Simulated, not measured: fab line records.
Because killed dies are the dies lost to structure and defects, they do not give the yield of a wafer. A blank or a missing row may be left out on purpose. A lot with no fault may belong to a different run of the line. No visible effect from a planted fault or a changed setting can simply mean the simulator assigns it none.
Shared-tool check | flow gf180mcu | 45 wafers sampled across 13 lots

## WHAT PROMPTED THE OPENING
2 of 13 lots carry a flag on the reading HV_LDD_4_TW at GF_HV_LDD_TW_MEAS_50. Wafers without a fault read 575, standard deviation 3.1.
Rule: a lot gets a flag if all its wafers with a number sit over 4 standard deviations from that mean, or if no wafer of it has a number. All remaining lots are regarded as sound.

lot  | measured     | on            | HV_LDD_4_TW, wafer by wafer | flag
L865 | day 12 06:22 | film_metro-02 | 572 572 572                 |
L866 | day 12 12:14 | film_metro-03 | 579 580 579                 |
L868 | day 13 08:45 | film_metro-03 | 573 580 577                 |
L869 | day 13 14:23 | film_metro-03 | 577 580 578                 |
L870 | day 13 22:53 | film_metro-03 | 581 581 577                 |
L871 | day 14 08:01 | film_metro-02 | 573 569 572                 |
L872 | day 14 17:14 | film_metro-02 | 567 571 570                 |
L873 | day 15 02:54 | film_metro-02 | 576 573 573                 |
L875 | day 16 05:22 | film_metro-04 | 571 573 578                 |
L877 | day 16 11:55 | film_metro-04 | 570 571 573                 |
L878 | day 16 18:00 | film_metro-02 | 576 579 574                 |
L887 | day 19 22:43 | film_metro-04 | 973 976 968 977 973 972     | FLAGGED
L888 | day 20 02:00 | film_metro-03 | 977 971 975 977 978 974     | FLAGGED
Averaged over the flagged lots the numbers come to 974, +399 from the usual (+99 or more standard deviations).

## WHICH TOOL RAN EACH LOT
Before the reading, the record contains 2 process steps out of a 602-step route. In each cell: the tool, then ch and the chambers that the sampled wafers went through, then the start.
lot  | flag    | GF_POLY_GATE_ETCH_13             | GF_HV_LDD_IMPLANT_48
L865 |         | rie_si-02 ch 2,3, day 9 02:35    | implanter-02 ch 0, day 12 06:07
L866 |         | rie_si-01 ch 0,1,2, day 9 09:19  | implanter-01 ch 0, day 12 12:02
L868 |         | rie_si-02 ch 0,2, day 10 01:18   | implanter-01 ch 0, day 13 08:30
L869 |         | rie_si-02 ch 1,2,3, day 10 07:20 | implanter-04 ch 0, day 13 14:09
L870 |         | rie_si-02 ch 0,1, day 10 14:37   | implanter-01 ch 0, day 13 22:39
L871 |         | rie_si-01 ch 0,1, day 10 21:14   | implanter-04 ch 0, day 14 07:47
L872 |         | rie_si-01 ch 0,2,3, day 11 06:30 | implanter-01 ch 0, day 14 17:01
L873 |         | rie_si-02 ch 0,2,3, day 11 14:38 | implanter-01 ch 0, day 15 02:39
L875 |         | rie_si-02 ch 0,2,3, day 12 14:52 | implanter-04 ch 0, day 16 05:08
L877 |         | rie_si-02 ch 0,1,3, day 12 20:38 | implanter-02 ch 0, day 16 11:41
L878 |         | rie_si-02 ch 1,2,3, day 13 01:52 | implanter-04 ch 0, day 16 17:45
L887 | FLAGGED | rie_si-02 ch 0,1,3, day 15 20:31 | implanter-01 ch 0, day 19 22:29
L888 | FLAGGED | rie_si-01 ch 0,1, day 16 01:04   | implanter-01 ch 0, day 20 01:45
What is done by these steps:
- GF_POLY_GATE_ETCH_13: etches poly-Si in HBr/Cl2, stops on SiO2, target depth 198.5 nm, time 69.6 s.
- GF_HV_LDD_IMPLANT_48
- GF_HV_LDD_TW_MEAS_50

## FLAGGED OVER TOTAL, TOOL BY TOOL (the gauges that took the reading come last)
step                 | tool          | lots run | flagged | share of the flagged lots | sound lots run after its first flagged lot
GF_POLY_GATE_ETCH_13 | rie_si-01     | 4        | 1       | some                      | 0
GF_POLY_GATE_ETCH_13 | rie_si-02     | 9        | 1       | some                      | 0
GF_HV_LDD_IMPLANT_48 | implanter-01  | 7        | 2       | all                       | 0
GF_HV_LDD_IMPLANT_48 | implanter-02  | 2        | 0       | none                      | -
GF_HV_LDD_IMPLANT_48 | implanter-04  | 4        | 0       | none                      | -
GF_HV_LDD_TW_MEAS_50 | film_metro-02 | 5        | 0       | none                      | -
GF_HV_LDD_TW_MEAS_50 | film_metro-03 | 5        | 1       | some                      | 0
GF_HV_LDD_TW_MEAS_50 | film_metro-04 | 3        | 1       | some                      | 0

## THE TABLE: WHAT IT ALLOWS
All flagged lots share 1 row of the table, namely implanter-01 at GF_HV_LDD_IMPLANT_48.
- implanter-01 at GF_HV_LDD_IMPLANT_48: 2 of its 7 lots flagged. A fault beginning between L873 (day 15 02:39), its last sound lot, and L887 (day 19 22:29), its first flagged one, fits the data. Its own readings lie more than 4 standard deviations out on every wafer of the flagged lots: beam_on_s, dose_ions_cm2, faraday_current_uA.
implanter-01 at GF_HV_LDD_IMPLANT_48 is the single tool remaining.

## WHAT THE SIMULATOR HAD PUT IN
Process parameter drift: implanter-01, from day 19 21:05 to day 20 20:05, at GF_HV_LDD_IMPLANT_48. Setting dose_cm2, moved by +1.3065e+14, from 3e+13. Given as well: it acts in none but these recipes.
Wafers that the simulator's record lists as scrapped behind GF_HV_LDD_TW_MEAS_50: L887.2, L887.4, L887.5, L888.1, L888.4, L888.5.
Lots struck among those shown: L887, L888. Same finding as the rule above.
